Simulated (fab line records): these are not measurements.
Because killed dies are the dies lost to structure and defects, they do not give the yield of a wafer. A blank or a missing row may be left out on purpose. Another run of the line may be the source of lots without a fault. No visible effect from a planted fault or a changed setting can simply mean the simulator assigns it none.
A single fault, viewed from 2 desks + flow gf180mcu + every desk sees just its own numbers, and what lay behind them comes last

== DESK OF THE TOOL OWNER: pvd-sputter-04 ==
The tool's own readings at GF_V1_SPUTTER_22 (material TiN, target thk 10 nm, time 40 s): means of the sampled wafers that have a number, for each lot that ran on this tool. A lot is out of limits, marked OUT, if its mean lies more than 4 standard deviations from the usual mean; the brackets give that distance.
Columns: A = chamber-pressure-pa at GF_V1_SPUTTER_22, usual 5.002 Pa; B = throttle-valve-pct at GF_V1_SPUTTER_22, usual 30.2 %
| lot  | first seen here | A               | B    |
|------|-----------------|-----------------|------|
| L627 | day 19 09:50    | 5.155 (+15) OUT | 30.2 |
| L643 | day 24 20:12    | 5.000           | 30.1 |
| L644 | day 25 05:52    | 5.000           | 30.0 |
This desk's finding: out of limits on L627; first on L627, day 19 09:50 (chamber-pressure-pa at GF_V1_SPUTTER_22). In limits: L643, L644.

== AT THE METROLOGY DESK ==
Lot by lot, what the gauges showed, no matter which tool ran the lot: averages of those sampled wafers that carry a number. A lot is out of limits, marked OUT, if its mean lies more than 4 standard deviations from the usual mean; the brackets give that distance.
Columns: A = cd-nm at GF_V1_CD_MEAS_14, usual 260.2 nm; B = V1_OVL at GF_V1_OVL_MEAS_15, usual -3 nm
| lot  | first seen here | A     | B  |
|------|-----------------|-------|----|
| L627 | day 19 08:56    | 260.5 | -1 |
| L636 | day 22 14:53    | 260.8 | -1 |
| L641 | day 24 06:23    | 260.2 | -9 |
| L643 | day 24 19:17    | 261.5 | -6 |
| L644 | day 25 04:59    | 260.8 | 9  |
This desk found nothing out of limits on any of the 5 lots.

== PUT TOGETHER ==
On L627, at day 19 09:50, an alarm was possible from the tool owner's desk.
Metrology desk: nothing out of limits seen.
The metrology desk holds a record of L627, inside its limits.
GF_V1_SPUTTER_22 was run on pvd-sputter-04 by each of the lots named.

== WHAT WAS PUT IN BY THE SIMULATOR ==
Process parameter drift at GF_V1_SPUTTER_22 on pvd-sputter-04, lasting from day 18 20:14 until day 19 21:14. The setting chamber-pressure-pa was moved by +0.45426, starting from 5. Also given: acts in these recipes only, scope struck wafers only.
Shown lots that were struck: L627.
How many hours passed from the start of the fault until each desk's first out-of-limits reading: the tool owner's desk, 14.
